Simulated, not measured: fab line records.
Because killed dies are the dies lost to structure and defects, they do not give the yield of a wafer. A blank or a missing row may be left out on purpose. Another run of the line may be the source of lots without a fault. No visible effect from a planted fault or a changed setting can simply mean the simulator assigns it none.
A lot that was struck, set against a sound lot | flow gf180mcu | 14 steps out of a route of 602
Sound: the wafers L915.3, L915.5, L915.6. Wafers struck: L905.2, L905.5, L905.6. The cause comes at the end.
Each step with rows lists, per side, the tool, then ch with its chambers, then its first start. Under that, the readings that differ: sound wafers | struck wafers | difference of the means | sigmas: that difference in standard deviations of wafers without a fault.
alike: readings with means less than 2 such deviations apart, plus words and numbers identical on both sides. not compared: withheld readings, readings lacking a value on some wafer, bounds such as >300 that could conceal the same value, and numbers that have no deviation in the record and whose values overlap.
The two part at a step that has a row with sigmas, a row that says differs or no value, or rows on one side only. When numbers do not overlap yet have no deviation, they are printed without sigmas and do not part them. A reading that every wafer of one side lacks parts them only if that side has two wafers or more.

GF_M3_SPUTTER_00: material Ti, target thk 37.5 nm, time 150 s.
  sound on pvd-sputter-01 at day 26 19:08; struck on pvd-sputter-01 at day 23 11:47
  alike: cathode-dc-power-W, chamber-pressure-pa, throttle-valve-pct
GF_M3_SPUTTER_01: material TiN, target thk 30 nm, time 25 s.
  sound on pvd-sputter-01 at day 26 19:14; struck on pvd-sputter-01 at day 23 11:53
  alike: cathode-dc-power-W, chamber-pressure-pa, throttle-valve-pct
GF_M3_SPUTTER_02: material AlCu, target thk 450 nm, time 23.9 s.
  sound on pvd-sputter-01 at day 26 19:16; struck on pvd-sputter-01 at day 23 11:55
  alike: cathode-dc-power-W, chamber-pressure-pa, throttle-valve-pct
GF_M3_SPUTTER_03: material Ti, target thk 10 nm, time 6.7 s.
  sound on pvd-sputter-01 at day 26 19:18; struck on pvd-sputter-01 at day 23 11:56
  alike: cathode-dc-power-W, chamber-pressure-pa, throttle-valve-pct
GF_M3_SPUTTER_04: material TiN, target thk 50 nm, time 41.7 s.
  sound on pvd-sputter-01 at day 26 19:19; struck on pvd-sputter-01 at day 23 11:58
  alike: cathode-dc-power-W, chamber-pressure-pa, throttle-valve-pct
GF_M3_RS_MEAS_05: uses a four-point probe to measure.
  sound on film-metro-03 at day 26 19:24; struck on film-metro-01 at day 23 12:01
  alike: M3_ALCU_RS
GF_M3_THK_MEAS_06: measures by xrf.
  sound on film-metro-03 at day 26 19:30; struck on film-metro-01 at day 23 12:08
  alike: M3_ALCU_THK
then, 5 steps without rows for these wafers: GF_M3_DEHYDRATE_07 (time 60 s); GF_M3_HMDS_08 (prime time 60 s); GF_M3_COAT_09 (resist thk 1000 nm); GF_M3_SOFTBAKE_10 (time 60 s); GF_M3_EXPOSE_11 (exposes mask Metal3, target cd 280 nm).
GF_M3_PEB_12: peb time 90 s.
  sound on litho-track-03 ch 0, day 27 14:44; struck on litho-track-04, day 24 09:46
  no value came back on the struck wafers for chill-plate-temp-C (C), exhaust-pa (Pa); on the sound wafers chill-plate-temp-C (C) reads 22.99 22.93 23.00
then, 1 step without rows for these wafers: GF_M3_DEVELOP_13 (develop time 60 s).

== WHERE THEY PART ==
Only at GF_M3_PEB_12, as far as this record shows.

WHY: what the simulator had put in
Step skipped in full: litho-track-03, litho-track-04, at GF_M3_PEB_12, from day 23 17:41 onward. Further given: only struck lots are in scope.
